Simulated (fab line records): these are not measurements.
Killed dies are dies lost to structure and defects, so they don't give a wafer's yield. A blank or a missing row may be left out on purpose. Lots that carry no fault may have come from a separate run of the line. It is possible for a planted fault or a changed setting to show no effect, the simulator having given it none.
Chamber matching | flow gf180mcu | GF_V1_CMP_26 on cmp-01: 4 sister chambers
The step polishes, stops on SiO2, t overpolish 15 s, target thk 0 nm. 7 wafers are shown with their chamber, then 7 later ones without.

== WAFERS PAIRED WITH THEIR CHAMBERS ==
wafer  | chamber | motor current A (A) | time to endpoint s (s)
L346.3 | 0       | 11.2                | 79
L348.6 | 1       | 10.7                | 85
L351.1 | 1       | 11.1                | 85
L356.5 | 3       | 10.7                | 89
L356.6 | 2       | 8.7                 | 94
L360.1 | 3       | 10.4                | 86
L360.2 | 2       | 9.5                 | 90

== WAFERS MISSING THEIR CHAMBER ==
wafer  | motor current A (A) | time to endpoint s (s)
L360.5 | 12.6                | 87
L361.1 | 11.4                | 89
L361.2 | 9.8                 | 85
L361.6 | 8.8                 | 94
L368.2 | 11.2                | 83
L368.4 | 9.5                 | 88
L368.5 | 10.8                | 83

== EACH ONE'S CHAMBER ==
wafer  | from the rows above          | in truth
L360.5 | can't be placed: 1 or 3 or 0 | 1
L361.1 | can't be placed: 3 or 1      | 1
L361.2 | can't be placed: 3 or 1 or 2 | 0
L361.6 | 2                            | 2
L368.2 | can't be placed: 1 or 0 or 3 | 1
L368.4 | can't be placed: 2 or 3 or 1 | 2
L368.5 | can't be placed: 1 or 0 or 3 | 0
Correct placement for 1 of the 7. Not placeable from these rows: 6 (in 5, the candidates include the true chamber). 0 placed wrongly.
How it was worked out, from the rows above alone: a wafer's distance from a chamber is the root of the sum, over the readings, of the square of ((its reading less the chamber's mean) divided by the reading's scatter). If the next closest chamber is less than 2 further off than the closest, the wafer can't be placed; otherwise it belongs to the closest. Each chamber's mean is taken over the wafers shown for it. The scatter: the root of (the sum of the squares of (reading less its chamber's mean) over the shown wafers, divided by (wafers less chambers)).
